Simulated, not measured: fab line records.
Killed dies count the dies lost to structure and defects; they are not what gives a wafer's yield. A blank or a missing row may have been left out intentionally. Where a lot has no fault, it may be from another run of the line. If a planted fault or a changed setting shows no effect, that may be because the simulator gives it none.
fab line records	flow gf180mcu
record lots=13	wafers=37	last-day=34
route steps=602 shown LVPWELL@61 HV_LDD@198 SAB@265
lots untouched by any fault: they come from a run of this same line in which no faults occurred
start-h: hours from the record's opening day to when the first of the lot's shown wafers began	wait-h: hours elapsed since this lot's preceding step	" as in the row above	L1.1+2: one row covering several wafers at once	- no value, or no start was given	* or withheld: withheld	< > ~ a bound
route shown NAME@n: a module of which the file shows steps, and the number in the route of the first	usual: mean and standard deviation over wafers with no fault	same: alike in all rows	chamber/n: place in a boat	sites: the reading at each site	_std_site: their standard deviation	_edge_site: the outer-site mean with the inner-site mean subtracted	radius-mm: for every site, how far away it sits from the centre of the wafer	mask NAME#n: copy n	behind: the tool/chamber that last shaped the wafer	hold: the reason the lot was held/the length of the hold in hours/how it ended	device: the n, p or np transistor that did not switch	end of line: tests of these same wafers at the route's end	for a step that has no rows: nothing shown but its recipe	killed: at the first sort, the dies lost to defects and structure; wafer yield is something else	map: a wafer's dies, marking killed ones x, the rest . and places with no die _
set.NAME: the setting that was run; set.NAME@STEP: the one run at that earlier step	model.NAME: the simulator's own value behind a step, which no gauge read
route steps across a sampled set of lots; one table per step, one row per wafer
services: a tool's chamber out of use, with start hour (start-h, from the record's first day; less than 0 if before it), hours out, and reason
## steps
# step GF_LVPWELL_OVL_MEAS_07
# usual LVPWELL_OVL=0.1/1.3
lot.wafer	tool	chamber	start-h	wait-h	LVPWELL_OVL[nm]
L196.4	overlay-02	-	73.20	-	0.8
L196.5	"	-	"	"	1.0
L196.6	"	-	"	"	1.8
L197.2	overlay-01	-	81.35	-	2.5
L197.3	"	-	"	"	-1.2
L197.5	"	-	"	"	2.3
L198.2	overlay-01	-	85.47	-	-0.5
L198.3	"	-	"	"	0.7
L198.6	"	-	"	"	1.0
L202.3	overlay-02	-	108.04	-	-0.2
L202.4	"	-	"	"	0.3
L202.6	"	-	"	"	0.3
L203.2	overlay-01	-	112.32	-	2.5
L203.3	"	-	"	"	2.6
L203.5	"	-	"	"	1.8
L204.1	overlay-02	-	120.85	-	-1.3
L204.2	"	-	"	"	-2.2
L204.3	"	-	"	"	-1.3
L206.5	overlay-01	-	132.47	-	2.7
L206.6	"	-	"	"	3.3
L207.2	overlay-01	-	136.05	-	0.3
L207.3	"	-	"	"	-2.3
L207.6	"	-	"	"	0.0
L209.1	overlay-02	-	149.12	-	0.2
L209.6	"	-	"	"	-1.9
L215.1	overlay-01	-	183.75	-	-0.6
L215.2	"	-	"	"	1.3
L215.3	"	-	"	"	1.7
L216.2	overlay-02	-	187.07	-	-0.6
L216.4	"	-	"	"	-1.2
L216.6	"	-	"	"	0.0
L217.2	overlay-02	-	192.83	-	0.6
L217.3	"	-	"	"	-1.1
L217.5	"	-	"	"	2.1
L218.1	overlay-02	-	198.42	-	-0.5
L218.3	"	-	"	"	-0.3
L218.5	"	-	"	"	1.5
# step GF_HV_LDD_STRIP_22
# recipe chemistry=O2/N2	power-w=1400	pressure-mtorr=1500	platen-temp-c=250	o2-flow-sccm=3000	n2-flow-sccm=300	overash-fraction=0.5
# usual drypump-motor-current-A=5.3/0.54	heater-power-w=341/24	oes-product-au=0.716/0.0045	strip-time-to-endpoint-s=12.65/0.032
lot.wafer	tool	chamber	start-h	wait-h	drypump-motor-current-A	heater-power-w	oes-product-au	rf-hours-counter-h	strip-time-to-endpoint-s
L196.4	plasma-asher-04	1	239.85	0.1	4.8	356	0.715	-	12.69
L196.5	"	1	"	"	4.8	358	0.716	-	12.71
L196.6	"	0	"	"	5.0	323	0.709	-	12.70
L197.2	plasma-asher-04	0	251.51	0.1	5.0	326	0.715	58	12.59
L197.3	"	0	"	"	5.0	328	0.712	-	12.64
L197.5	"	0	"	"	5.0	327	0.713	-	12.59
L198.2	plasma-asher-04	0	256.46	0.1	5.0	321	0.715	59	12.67
L198.3	"	1	"	"	4.8	358	0.716	-	12.66
L198.6	"	0	"	"	5.0	322	0.715	-	12.68
L202.3	plasma-asher-03	1	288.57	0.1	4.8	364	0.718	-	12.68
L202.4	"	0	"	"	6.5	318	0.708	-	12.69
L202.6	"	0	"	"	6.5	321	0.715	-	12.70
L203.2	plasma-asher-01	0	291.43	0.1	5.6	312	0.712	68	12.65
L203.3	"	0	"	"	5.6	316	0.718	-	12.64
L203.5	"	1	"	"	5.3	383	0.712	-	12.68
L204.1	plasma-asher-03	0	306.38	0.1	6.5	320	0.722	53	12.68
L204.2	"	1	"	"	4.8	360	0.717	53	12.66
L204.3	"	0	"	"	6.5	323	0.715	-	12.66
L206.5	plasma-asher-04	0	321.17	0.1	5.0	319	0.717	-	12.62
L206.6	"	1	"	"	4.8	352	0.710	-	12.67
L207.2	plasma-asher-01	0	326.50	0.1	5.6	315	0.713	72	12.65
L207.3	"	1	"	"	5.3	376	0.707	-	12.64
L207.6	"	0	"	"	5.6	321	0.715	-	12.61
L209.1	plasma-asher-03	0	346.50	0.1	6.6	320	0.719	57	12.67
L209.6	"	1	"	"	4.8	350	0.719	-	12.66
L216.2	plasma-asher-01	0	403.22	0.1	5.6	321	0.717	82	12.57
L216.4	"	0	"	"	5.6	320	0.714	-	12.66
L216.6	"	1	"	"	5.3	367	0.712	-	12.61
L215.1	plasma-asher-01	1	403.60	0.1	5.3	376	0.707	83	12.68
L215.2	"	0	"	"	5.6	319	0.720	83	12.69
L215.3	"	1	"	"	5.3	374	0.715	-	12.68
L217.2	plasma-asher-04	0	408.20	0.1	5.0	328	0.717	74	12.61
L217.3	"	0	"	"	5.0	322	0.711	-	12.64
L217.5	"	1	"	"	4.8	359	0.721	-	12.65
L218.1	plasma-asher-01	1	413.57	0.1	5.3	377	0.722	84	12.69
L218.3	"	1	"	"	5.3	374	0.717	-	12.66
L218.5	"	0	"	"	5.6	315	0.722	-	12.70
# step GF_HV_LDD_IMPLANT_33
# recipe species=P	energy-kev=60	dose-cm2=7.5e+12	tilt-deg=30	rotation-deg=0
# usual beam-on-s=10.01/0.2	faraday-current-uA=42.3/0.83
lot.wafer	tool	chamber	start-h	wait-h	beam-on-s	faraday-current-uA
L196.4	implanter-03	0	258.01	0.1	9.82	43.0
L196.5	"	0	"	"	9.95	42.7
L196.6	"	0	"	"	9.97	42.5
L197.2	implanter-03	0	270.33	0.0	10.01	42.3
L197.3	"	0	"	"	10.10	41.8
L197.5	"	0	"	"	9.86	42.7
L198.2	implanter-02	0	275.80	0.0	9.77	43.2
L198.3	"	0	"	"	9.86	43.0
L198.6	"	0	"	"	10.03	42.3
L202.3	implanter-03	0	307.33	0.1	10.16	41.6
L202.4	"	0	"	"	9.94	42.5
L202.6	"	0	"	"	9.99	42.4
L203.2	implanter-03	0	311.30	0.0	10.02	42.4
L203.3	"	0	"	"	10.01	42.0
L203.5	"	0	"	"	10.15	41.9
L204.1	implanter-04	0	326.65	0.0	9.84	42.9
L204.2	"	0	"	"	9.93	42.5
L204.3	"	0	"	"	10.19	41.6
L206.5	implanter-03	0	341.13	0.1	10.18	41.4
L206.6	"	0	"	"	7.61	55.4
L207.2	implanter-03	0	346.69	0.0	10.30	41.0
L207.3	"	0	"	"	10.11	41.7
L207.6	"	0	"	"	7.71	54.8
L209.1	implanter-03	0	368.40	0.0	10.02	42.6
L209.6	"	0	"	"	7.55	55.7
L216.2	implanter-04	0	427.21	0.0	9.64	43.5
L216.4	"	0	"	"	9.85	42.7
L216.6	"	0	"	"	10.09	42.0
L215.1	implanter-03	0	427.75	0.0	10.00	42.2
L215.2	"	0	"	"	10.18	41.5
L215.3	"	0	"	"	9.87	42.9
L217.2	implanter-03	0	432.26	0.0	10.38	40.7
L217.3	"	0	"	"	10.27	41.1
L217.5	"	0	"	"	9.96	42.3
L218.1	implanter-04	0	437.62	0.0	10.13	41.7
L218.3	"	0	"	"	9.87	42.9
L218.5	"	0	"	"	10.19	41.7
# step GF_HV_LDD_TW_MEAS_38
# usual HV_LDD_3_TW=1427/6.1
lot.wafer	tool	chamber	start-h	wait-h	HV_LDD_3_TW
L196.4	film-metro-02	-	258.66	0.1	1415
L196.5	"	-	"	"	1419
L196.6	"	-	"	"	1423
L197.2	film-metro-04	-	271.02	0.1	1435
L197.3	"	-	"	"	1428
L197.5	"	-	"	"	1435
L198.2	film-metro-02	-	276.48	0.1	1423
L198.3	"	-	"	"	1428
L198.6	"	-	"	"	1431
L202.3	film-metro-01	-	308.00	0.1	1419
L202.4	"	-	"	"	1423
L202.6	"	-	"	"	1428
L203.2	film-metro-01	-	311.98	0.1	1434
L203.3	"	-	"	"	1428
L203.5	"	-	"	"	1425
L204.1	film-metro-04	-	327.35	0.1	1424
L204.2	"	-	"	"	1430
L204.3	"	-	"	"	1425
L206.5	film-metro-02	-	341.77	0.0	1437
L206.6	"	-	"	"	1411
L207.2	film-metro-01	-	347.38	0.1	1426
L207.3	"	-	"	"	1426
L207.6	"	-	"	"	1403
L209.1	film-metro-04	-	369.10	0.1	1421
L209.6	"	-	"	"	1406
L216.2	film-metro-04	-	427.89	0.1	1427
L216.4	"	-	"	"	1429
L216.6	"	-	"	"	1432
L215.1	film-metro-02	-	428.45	0.1	1432
L215.2	"	-	"	"	1430
L215.3	"	-	"	"	1434
L217.2	film-metro-04	-	432.94	0.1	1428
L217.3	"	-	"	"	1426
L217.5	"	-	"	"	1427
L218.1	film-metro-01	-	438.32	0.1	1432
L218.3	"	-	"	"	1429
L218.5	"	-	"	"	1429
# step GF_HV_LDD_RS_MEAS_53
# recipe thk-meas-gauge=four-point-probe
# usual HV_LDD_RS=418.7/1
lot.wafer	tool	chamber	start-h	wait-h	HV_LDD_RS[ohm/sq]
L196.4	film-metro-04	-	279.06	0.1	418.4
L196.5	"	-	"	"	419.1
L196.6	"	-	"	"	418.6
L197.2	film-metro-02	-	290.83	0.1	418.7
L197.3	"	-	"	"	420.5
L197.5	"	-	"	"	419.1
L198.2	film-metro-04	-	296.58	0.1	418.6
L198.3	"	-	"	"	418.7
L198.6	"	-	"	"	417.6
L202.3	film-metro-02	-	328.75	0.1	418.9
L202.4	"	-	"	"	419.0
L202.6	"	-	"	"	418.4
L203.2	film-metro-01	-	332.32	0.1	420.1
L203.3	"	-	"	"	418.9
L203.5	"	-	"	"	418.8
L204.1	film-metro-01	-	348.01	0.1	419.2
L204.2	"	-	"	"	418.7
L204.3	"	-	"	"	420.3
L206.5	film-metro-01	-	363.71	0.1	418.5
L206.6	"	-	"	"	424.6
L207.2	film-metro-04	-	369.72	0.1	418.7
L207.3	"	-	"	"	417.3
L207.6	"	-	"	"	422.0
L209.1	film-metro-01	-	392.14	0.1	418.8
L209.6	"	-	"	"	424.0
L216.2	film-metro-01	-	452.70	0.1	417.6
L216.4	"	-	"	"	417.9
L216.6	"	-	"	"	418.3
L215.1	film-metro-01	-	453.14	0.1	418.1
L215.2	"	-	"	"	420.0
L215.3	"	-	"	"	418.6
L217.2	film-metro-02	-	457.66	0.1	416.6
L217.3	"	-	"	"	417.5
L217.5	"	-	"	"	416.4
L218.1	film-metro-04	-	462.78	0.1	420.8
L218.3	"	-	"	"	420.8
L218.5	"	-	"	"	420.7
# step GF_SAB_THK_MEAS_01
# recipe reads=SiO2_of_SAB_CVD_00
# usual SAB_CVD_00_THK=50.0/0.6
lot.wafer	tool	chamber	start-h	wait-h	SAB_CVD_00_THK[nm]
L196.4	film-metro-02	-	322.57	0.0	49.8
L196.5	"	-	"	"	50.6
L196.6	"	-	"	"	50.3
L197.2	film-metro-01	-	333.79	0.0	49.5
L197.3	"	-	"	"	49.5
L197.5	"	-	"	"	50.4
L198.2	film-metro-02	-	339.64	0.0	50.4
L198.3	"	-	"	"	49.8
L198.6	"	-	"	"	50.4
L202.3	film-metro-03	-	375.24	0.0	50.7
L202.4	"	-	"	"	50.9
L202.6	"	-	"	"	50.5
L203.2	film-metro-02	-	379.11	0.0	49.9
L203.3	"	-	"	"	49.5
L203.5	"	-	"	"	51.5
L204.1	film-metro-02	-	395.80	0.0	49.5
L204.2	"	-	"	"	49.5
L204.3	"	-	"	"	49.8
L206.5	film-metro-03	-	413.44	0.0	50.9
L206.6	"	-	"	"	50.6
L207.2	film-metro-03	-	418.08	0.0	49.3
L207.3	"	-	"	"	49.6
L207.6	"	-	"	"	50.5
L209.1	film-metro-01	-	443.20	0.0	49.2
L209.6	"	-	"	"	50.3
L216.2	film-metro-03	-	504.46	0.0	49.9
L216.4	"	-	"	"	50.4
L216.6	"	-	"	"	50.9
L215.1	film-metro-01	-	504.62	0.0	49.2
L215.2	"	-	"	"	48.9
L215.3	"	-	"	"	49.1
L217.2	film-metro-01	-	508.73	0.0	49.9
L217.3	"	-	"	"	50.5
L217.5	"	-	"	"	50.0
L218.1	film-metro-02	-	512.85	0.0	50.0
L218.3	"	-	"	"	50.0
L218.5	"	-	"	"	50.3
## services
tool	chamber	start-h	hours	kind
implanter-03	-	220.16	1.7	repair
implanter-03	-	259.50	5.8	pm
implanter-04	-	292.27	1.9	repair
implanter-04	-	305.67	2.8	repair
implanter-02	-	308.63	0.5	repair
implanter-04	-	337.40	13.4	pm
plasma-asher-03	-	347.52	1.7	repair
plasma-asher-04	-	379.23	12.2	repair
plasma-asher-03	-	383.06	28.1	pm
plasma-asher-03	-	416.61	0.9	repair
implanter-03	-	420.39	2.5	repair
plasma-asher-04	-	421.25	9.0	pm
plasma-asher-04	0	421.25	9.0	vent-cycle
plasma-asher-04	1	421.25	9.0	vent-cycle
implanter-02	-	426.71	1.8	repair
plasma-asher-04	0	430.25	-	clean
plasma-asher-04	1	430.25	-	clean
## key
first-sign step=GF_HV_LDD_IMPLANT_33	reading=faraday-current-uA	direction=up	sigmas=16	usual=42.3	struck=55.3
effect step=GF_HV_LDD_IMPLANT_33	reading=beam-on-s	direction=down	sigmas=12	usual=10.01	struck=7.62
effect step=GF_HV_LDD_TW_MEAS_38	reading=HV_LDD_3_TW	direction=down	sigmas=3.4	usual=1427	struck=1407
effect step=GF_HV_LDD_RS_MEAS_53	reading=HV_LDD_RS	direction=up	sigmas=4.7	usual=418.7	struck=423.5
met-at GF_HV_LDD_IMPLANT_33
struck-lots L206,L207,L209
struck-wafers L206.6,L207.6,L209.6
tester-left-out L206,L207,L209
not-acting-at GF_LVPWELL_OVL_MEAS_07,GF_HV_LDD_STRIP_22,GF_SAB_THK_MEAS_01
onset-between 311.30 341.13
fault kind=process-parameter-drift	tool=implanter-03	chamber=-	onset-h=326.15	steps=GF_HV_LDD_IMPLANT_33	channel=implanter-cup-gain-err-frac	offset=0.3	shape=step	end-h=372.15	scope=struck-wafers-only
# tester-left-out: of these lots the tester's yield and bins aren't shown, on N5 and GAA mostly nor the transistor test; their killed dies are dies lost to structure and defects alone, not to doping, threshold or leakage, so they don't give the yield
